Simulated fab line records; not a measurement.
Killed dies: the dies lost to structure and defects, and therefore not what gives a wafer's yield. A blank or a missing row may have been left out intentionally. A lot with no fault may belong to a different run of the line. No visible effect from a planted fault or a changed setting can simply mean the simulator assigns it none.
The tool behind it: which one? / flow gf180mcu / 13 lots with 39 wafers sampled at 2 steps, on a route of 602 steps

## WHAT EACH GAUGE READ, for each wafer
GF_V3_THK_MEAS_03.
lot=L625; measured=day 21 16:23; on=film-metro-04; V3_CVD_02_THK (nm)=844 845 855
lot=L627; measured=day 22 14:13; on=film-metro-02; V3_CVD_02_THK (nm)=852 863 872
lot=L629; measured=day 23 03:09; on=film-metro-04; V3_CVD_02_THK (nm)=849 855 871
lot=L630; measured=day 23 10:19; on=film-metro-04; V3_CVD_02_THK (nm)=851 855 851
lot=L631; measured=day 23 20:41; on=film-metro-02; V3_CVD_02_THK (nm)=840 847 849
lot=L632; measured=day 24 04:07; on=film-metro-03; V3_CVD_02_THK (nm)=852 873 869
lot=L633; measured=day 24 11:47; on=film-metro-02; V3_CVD_02_THK (nm)=848 853 863
lot=L634; measured=day 24 18:32; on=film-metro-03; V3_CVD_02_THK (nm)=848 825 856
lot=L635; measured=day 25 04:27; on=film-metro-03; V3_CVD_02_THK (nm)=849 854 857
lot=L640; measured=day 26 19:35; on=film-metro-02; V3_CVD_02_THK (nm)=865 856 854
lot=L644; measured=day 28 22:45; on=film-metro-04; V3_CVD_02_THK (nm)=840 869 856
lot=L646; measured=day 29 03:28; on=film-metro-02; V3_CVD_02_THK (nm)=845 840 855
lot=L647; measured=day 29 08:29; on=film-metro-03; V3_CVD_02_THK (nm)=837 851 859

## WHICH TOOL RAN EACH LOT (tool, then ch and the chambers of the sampled wafers, then the start)
lot=L625; GF_V3_CVD_02=pecvd-03 ch 0,1,2, day 21 16:20
lot=L627; GF_V3_CVD_02=pecvd-01 ch 1,2, day 22 14:09
lot=L629; GF_V3_CVD_02=pecvd-01 ch 0,2, day 23 03:04
lot=L630; GF_V3_CVD_02=pecvd-03 ch 0,1, day 23 10:14
lot=L631; GF_V3_CVD_02=pecvd-02 ch 0,1,2, day 23 20:37
lot=L632; GF_V3_CVD_02=pecvd-01 ch 1,2, day 24 04:02
lot=L633; GF_V3_CVD_02=pecvd-03 ch 0,1, day 24 11:43
lot=L634; GF_V3_CVD_02=pecvd-03 ch 1,2, day 24 18:27
lot=L635; GF_V3_CVD_02=pecvd-03 ch 1,2, day 25 04:22
lot=L640; GF_V3_CVD_02=pecvd-02 ch 0,1, day 26 19:31
lot=L644; GF_V3_CVD_02=pecvd-03 ch 0,2, day 28 22:40
lot=L646; GF_V3_CVD_02=pecvd-02 ch 0,2, day 29 03:24
lot=L647; GF_V3_CVD_02=pecvd-02 ch 0,2, day 29 08:25
- GF_V3_CVD_02: deposits SiO2 from TEOS, target thk 850 nm, time 94.851 s.

## WHAT THE TOOLS THEMSELVES READ (means of the sampled wafers that have a number; where no wafer has one, the mark that the record gives instead)
GF_V3_CVD_02.
lot=L625; tool=pecvd-03; heater-power-w (W)=657
lot=L627; tool=pecvd-01; heater-power-w (W)=536
lot=L629; tool=pecvd-01; heater-power-w (W)=514
lot=L630; tool=pecvd-03; heater-power-w (W)=720
lot=L631; tool=pecvd-02; heater-power-w (W)=654
lot=L632; tool=pecvd-01; heater-power-w (W)=511
lot=L633; tool=pecvd-03; heater-power-w (W)=678
lot=L634; tool=pecvd-03; heater-power-w (W)=624
lot=L635; tool=pecvd-03; heater-power-w (W)=645
lot=L640; tool=pecvd-02; heater-power-w (W)=588
lot=L644; tool=pecvd-03; heater-power-w (W)=585
lot=L646; tool=pecvd-02; heater-power-w (W)=782
lot=L647; tool=pecvd-02; heater-power-w (W)=678

## THE ANSWER, worked out from the rows above alone
Rule: the lots themselves supply what counts as usual. The widest of any qualifying gaps counts: lots, ordered by their means at a reading, are off when they make up no more than a third of the lots, leave a main group of 4 or more, and stand apart from it by 3 or more times the standard deviation of that group's means. A main group is skipped when, at the precision printed for the reading in the tables above, its means are all equal. A lot without any number at a reading at which 4 lots or more have one is off too. Where the step has rows for the other lots, those lots are counted as sound. Order of review: gauges by route order, followed by the tools' own readings, for which a lot's mean as printed above is used. At the first step where some lot is off, the reading lying furthest off is the one used; lots without a number count as furthest.
No lot is off on any of the readings shown, so nothing can be concluded from this.

## WHAT HAD BEEN PUT IN BY THE SIMULATOR
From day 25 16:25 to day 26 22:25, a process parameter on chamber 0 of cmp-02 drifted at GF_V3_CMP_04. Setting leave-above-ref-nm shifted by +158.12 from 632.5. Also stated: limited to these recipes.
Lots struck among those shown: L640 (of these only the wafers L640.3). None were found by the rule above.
